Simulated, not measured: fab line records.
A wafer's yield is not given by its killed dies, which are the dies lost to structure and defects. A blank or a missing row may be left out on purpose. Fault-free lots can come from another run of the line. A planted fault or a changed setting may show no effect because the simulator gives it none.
Which tool was responsible? :: flow sky130 :: Sampling: 13 lots, 37 wafers, 5 of 708 route steps

## WHAT EACH GAUGE READ, for each wafer
SKY_POLY_GATE_CD_MEAS_13 targets a cd of 150 nm.
lot: L811
measured: day 16 15:10
on: cd_sem-02
cd_nm (nm): 150.6 150.5 150.3

lot: L812
measured: day 16 23:52
on: cd_sem-01
cd_nm (nm): 147.9 148.3 149.3

lot: L813
measured: day 17 04:22
on: cd_sem-02
cd_nm (nm): 148.8 148.5 149.9

lot: L816
measured: day 18 20:10
on: cd_sem-01
cd_nm (nm): 148.5 149.3 149.9

lot: L817
measured: day 19 04:06
on: cd_sem-01
cd_nm (nm): 148.5 151.4 151.4

lot: L819
measured: day 19 18:40
on: cd_sem-01
cd_nm (nm): 149.9 150.9 150.8

lot: L821
measured: day 20 14:08
on: cd_sem-02
cd_nm (nm): 148.1 147.9 149.1

lot: L822
measured: day 20 19:11
on: cd_sem-01
cd_nm (nm): 148.6 148.7

lot: L823
measured: day 21 20:39
on: cd_sem-01
cd_nm (nm): 149.5 149.6

lot: L824
measured: day 21 20:55
on: cd_sem-02
cd_nm (nm): 150.0 150.5 149.5

lot: L830
measured: day 23 12:36
on: cd_sem-02
cd_nm (nm): 151.6 151.8 151.1

lot: L832
measured: day 24 06:43
on: cd_sem-02
cd_nm (nm): 149.8 148.0 149.3

lot: L833
measured: day 24 15:27
on: cd_sem-02
cd_nm (nm): 150.4 149.3 150.3

SKY_POLY_CUT_CD_MEAS_08 targets a cd of 270 nm.
lot: L811
measured: day 24 09:52
on: cd_sem-02
cd_nm (nm): 272.5 272.5 271.3

lot: L812
measured: day 24 18:50
on: cd_sem-01
cd_nm (nm): 267.6 268.5 269.1

lot: L813
measured: day 24 22:01
on: cd_sem-02
cd_nm (nm): 271.0 271.3 270.6

lot: L816
measured: day 26 13:28
on: cd_sem-02
cd_nm (nm): 269.8 269.4 270.5

lot: L817
measured: day 26 20:53
on: cd_sem-01
cd_nm (nm): 270.8 270.3 270.1

lot: L819
measured: day 27 14:22
on: cd_sem-01
cd_nm (nm): 272.5 272.2 269.7

lot: L821
measured: day 28 06:23
on: cd_sem-01
cd_nm (nm): 269.4 268.6 269.5

lot: L822
measured: day 28 12:55
on: cd_sem-02
cd_nm (nm): 272.1 270.6

lot: L823
measured: day 29 10:40
on: cd_sem-01
cd_nm (nm): 267.6 268.4

lot: L824
measured: day 29 11:34
on: cd_sem-01
cd_nm (nm): 271.6 270.6 271.5

lot: L830
measured: day 30 23:01
on: cd_sem-02
cd_nm (nm): 268.5 269.8 270.6

lot: L832
measured: day 31 16:44
on: cd_sem-01
cd_nm (nm): 270.8 271.9 272.0

lot: L833
measured: day 31 20:38
on: cd_sem-02
cd_nm (nm): 269.1 268.8 267.2

SKY_LI_CONTACT_THK_MEAS_01.
lot: L811
measured: day 28 03:04
on: film_metro-02
LI_CONTACT_HDPCVD_THK (nm): 937 940 924

lot: L812
measured: day 28 10:56
on: film_metro-04
LI_CONTACT_HDPCVD_THK (nm): 930 932 922

lot: L813
measured: day 28 14:29
on: film_metro-02
LI_CONTACT_HDPCVD_THK (nm): 929 915 918

lot: L816
measured: day 30 04:12
on: film_metro-02
LI_CONTACT_HDPCVD_THK (nm): 924 936 921

lot: L817
measured: day 30 11:02
on: film_metro-04
LI_CONTACT_HDPCVD_THK (nm): 900 912 913

lot: L819
measured: day 31 03:47
on: film_metro-02
LI_CONTACT_HDPCVD_THK (nm): 941 927 929

lot: L821
measured: day 31 19:15
on: film_metro-03
LI_CONTACT_HDPCVD_THK (nm): 916 921 916

lot: L822
measured: day 32 01:35
on: film_metro-04
LI_CONTACT_HDPCVD_THK (nm): 1282 1300

lot: L823
measured: day 32 22:22
on: film_metro-04
LI_CONTACT_HDPCVD_THK (nm): 925 1302

lot: L824
measured: day 32 23:46
on: film_metro-04
LI_CONTACT_HDPCVD_THK (nm): 922 1288 905

lot: L830
measured: day 34 09:10
on: film_metro-04
LI_CONTACT_HDPCVD_THK (nm): 916 923 904

lot: L832
measured: day 35 04:07
on: film_metro-03
LI_CONTACT_HDPCVD_THK (nm): 936 933 926

lot: L833
measured: day 35 06:28
on: film_metro-04
LI_CONTACT_HDPCVD_THK (nm): 930 935 928

## TOOL THAT RAN EACH LOT (tool first, then ch and the chambers of the sampled wafers, then the start)
lot: L811
SKY_SONOS_ONO_ETCH_15: rie_diel-04 ch 0,1,3, day 12 22:21
SKY_LI_CONTACT_HDPCVD_00: hdpcvd-01 ch 0,1,2, day 28 02:59

lot: L812
SKY_SONOS_ONO_ETCH_15: rie_diel-03 ch 0,2, day 13 06:48
SKY_LI_CONTACT_HDPCVD_00: hdpcvd-01 ch 0,2, day 28 10:47

lot: L813
SKY_SONOS_ONO_ETCH_15: rie_diel-03 ch 2,3, day 13 11:15
SKY_LI_CONTACT_HDPCVD_00: hdpcvd-01 ch 1,2, day 28 14:22

lot: L816
SKY_SONOS_ONO_ETCH_15: rie_diel-03 ch 0,2, day 14 18:46
SKY_LI_CONTACT_HDPCVD_00: hdpcvd-02 ch 1,2, day 30 04:06

lot: L817
SKY_SONOS_ONO_ETCH_15: rie_diel-01 ch 0,3, day 15 02:21
SKY_LI_CONTACT_HDPCVD_00: hdpcvd-02 ch 0,1,2, day 30 10:55

lot: L819
SKY_SONOS_ONO_ETCH_15: rie_diel-01 ch 0,3, day 15 18:33
SKY_LI_CONTACT_HDPCVD_00: hdpcvd-01 ch 0,2, day 31 03:40

lot: L821
SKY_SONOS_ONO_ETCH_15: rie_diel-01 ch 1,2, day 16 08:30
SKY_LI_CONTACT_HDPCVD_00: hdpcvd-02 ch 0,1, day 31 19:08

lot: L822
SKY_SONOS_ONO_ETCH_15: rie_diel-03 ch 0,1, day 16 17:25
SKY_LI_CONTACT_HDPCVD_00: hdpcvd-01 ch 0,2, day 32 01:29

lot: L823
SKY_SONOS_ONO_ETCH_15: rie_diel-01 ch 0,3, day 17 07:25
SKY_LI_CONTACT_HDPCVD_00: hdpcvd-01 ch 0,2, day 32 22:16

lot: L824
SKY_SONOS_ONO_ETCH_15: rie_diel-03 ch 0,2,3, day 17 12:16
SKY_LI_CONTACT_HDPCVD_00: hdpcvd-01 ch 0,1,2, day 32 23:40

lot: L830
SKY_SONOS_ONO_ETCH_15: rie_diel-04 ch 0,1,2, day 19 09:24
SKY_LI_CONTACT_HDPCVD_00: hdpcvd-02 ch 0,1,2, day 34 09:04

lot: L832
SKY_SONOS_ONO_ETCH_15: rie_diel-04 ch 0,1,2, day 20 05:06
SKY_LI_CONTACT_HDPCVD_00: hdpcvd-02 ch 0,2, day 35 04:01

lot: L833
SKY_SONOS_ONO_ETCH_15: rie_diel-03 ch 1,2,3, day 20 13:55
SKY_LI_CONTACT_HDPCVD_00: hdpcvd-02 ch 1,2, day 35 06:22
- SKY_SONOS_ONO_ETCH_15: etches the open film in CHF3/O2, target depth 19.52 nm, time 7.8 s.
- SKY_LI_CONTACT_HDPCVD_00: deposits PSG, target thk 930 nm, time 155 s.

## AS READ BY THE TOOLS THEMSELVES (means over the sampled wafers that have a number; for cases with no such wafer, the mark the record gives instead)
SKY_SONOS_ONO_ETCH_15.
lot: L811
tool: rie_diel-04
drypump_motor_current_A (A): 5.5
oes_product_au (a.u.): 0.997
throttle_valve_pct (%): 8.817

lot: L812
tool: rie_diel-03
drypump_motor_current_A (A): 5.9
oes_product_au (a.u.): 1.006
throttle_valve_pct (%): 8.826

lot: L813
tool: rie_diel-03
drypump_motor_current_A (A): 5.5
oes_product_au (a.u.): 1.006
throttle_valve_pct (%): 8.822

lot: L816
tool: rie_diel-03
drypump_motor_current_A (A): 5.9
oes_product_au (a.u.): 1.005
throttle_valve_pct (%): 8.828

lot: L817
tool: rie_diel-01
drypump_motor_current_A (A): 5.9
oes_product_au (a.u.): 1.002
throttle_valve_pct (%): 8.835

lot: L819
tool: rie_diel-01
drypump_motor_current_A (A): 5.9
oes_product_au (a.u.): 1.013
throttle_valve_pct (%): 8.827

lot: L821
tool: rie_diel-01
drypump_motor_current_A (A): 5.7
oes_product_au (a.u.): 0.990
throttle_valve_pct (%): 8.823

lot: L822
tool: rie_diel-03
drypump_motor_current_A (A): 6.2
oes_product_au (a.u.): 0.998
throttle_valve_pct (%): 8.831

lot: L823
tool: rie_diel-01
drypump_motor_current_A (A): 5.7
oes_product_au (a.u.): 0.994
throttle_valve_pct (%): 8.814

lot: L824
tool: rie_diel-03
drypump_motor_current_A (A): 5.7
oes_product_au (a.u.): 0.998
throttle_valve_pct (%): 8.827

lot: L830
tool: rie_diel-04
drypump_motor_current_A (A): 5.6
oes_product_au (a.u.): 1.001
throttle_valve_pct (%): 8.831

lot: L832
tool: rie_diel-04
drypump_motor_current_A (A): 5.6
oes_product_au (a.u.): 0.995
throttle_valve_pct (%): 8.821

lot: L833
tool: rie_diel-03
drypump_motor_current_A (A): 5.8
oes_product_au (a.u.): 1.006
throttle_valve_pct (%): 8.826

## THE ANSWER, worked out from the rows above alone
Rule: what is usual is taken from the lots themselves. Put in order of their means at a reading, lots are off if they are a third of the lots or fewer, leave a main group of 4 or more, and stand apart from it by a gap of 3 or more times the standard deviation of the main group's means; of several such gaps the widest counts. The tables above print the reading to a certain number of digits; a main group whose means all agree to those digits is not used. Also off: a lot with no number at a reading for which 4 or more lots have one. The other lots that the step has rows for count as sound. First the gauges in route order, then the tools' own readings, where a lot's mean is used as printed above. At the first step where some lot is off, the reading lying furthest off is the one used; lots without a number count as furthest.
Off: L822, L823, L824, at SKY_LI_CONTACT_THK_MEAS_01 (LI_CONTACT_HDPCVD_THK). The main group: mean 924 nm, standard deviation 8.3.
A tool fits if, at a process step before that reading, it ran every lot that is off, and no sound lot after the first of them. Those tools and the gauges at SKY_LI_CONTACT_THK_MEAS_01 are tried in the same way. One fits: SKY_LI_CONTACT_HDPCVD_00 on hdpcvd-01. Its last sound lot is L819 (day 31 03:40), its first lot that is off L822 (day 32 01:29): a fault that began between those two fits.

## WHAT HAD BEEN PUT IN BY THE SIMULATOR
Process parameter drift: hdpcvd-01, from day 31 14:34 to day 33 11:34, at SKY_LI_CONTACT_HDPCVD_00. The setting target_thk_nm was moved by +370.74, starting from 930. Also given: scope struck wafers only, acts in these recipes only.
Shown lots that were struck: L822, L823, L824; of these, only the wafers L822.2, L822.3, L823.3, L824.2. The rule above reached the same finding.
